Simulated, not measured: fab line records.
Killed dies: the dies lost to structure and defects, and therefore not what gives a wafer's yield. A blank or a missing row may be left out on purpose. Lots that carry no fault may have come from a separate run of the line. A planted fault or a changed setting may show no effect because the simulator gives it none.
Chamber matching | flow sky130 | 4 sister chambers for SKY_VIA1_CMP_24 on cmp-02
The step polishes, stops on SiO2, t overpolish 15 s, target thk 0 nm. 8 wafers are shown with their chamber, then 7 later ones without.

WAFERS PAIRED WITH THEIR CHAMBERS
wafer  | chamber | motorCurrentA (A) | slurryFlowMlMin
L990.1 | 0       | 11.5              | 150.1
L991.2 | 1       | 8.7               | 149.7
L991.4 | 0       | 11.8              | 149.9
L992.5 | 2       | 10.2              | 150.5
L993.1 | 1       | 8.7               | 149.4
L993.3 | 2       | 10.4              | 149.4
L994.2 | 3       | 10.2              | 149.8
L994.5 | 3       | 10.4              | 150.3

WAFERS MISSING THEIR CHAMBER
wafer  | motorCurrentA (A) | slurryFlowMlMin
L994.6 | 11.7              | 148.6
L998.2 | 10.7              | 149.0
L998.4 | 9.0               | 150.2
L998.6 | 11.4              | 150.5
L112.1 | 11.7              | 150.0
L112.3 | 8.6               | 149.7
L112.6 | 9.8               | 149.8

EACH ONE'S CHAMBER
wafer  | from the rows above     | in truth
L994.6 | 0                       | 0
L998.2 | can't be placed: 2 or 3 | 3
L998.4 | 1                       | 1
L998.6 | 0                       | 0
L112.1 | 0                       | 0
L112.3 | 1                       | 1
L112.6 | can't be placed: 2 or 3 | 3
5 of 7 placed correctly. Unplaceable from these rows: 2, with the true chamber sitting among the candidates in 2. 0 placed wrongly.
How it was worked out, from the rows above alone: a wafer's distance from a chamber is the root of the sum, over the readings, of the square of ((its reading less the chamber's mean) divided by the reading's scatter). If the next closest chamber is less than 2 further off than the closest, the wafer can't be placed; otherwise it belongs to the closest. For every chamber, the mean is computed from those of its wafers that are shown. The scatter: the root of (the sum of the squares of (reading less its chamber's mean) over the shown wafers, divided by (wafers less chambers)).
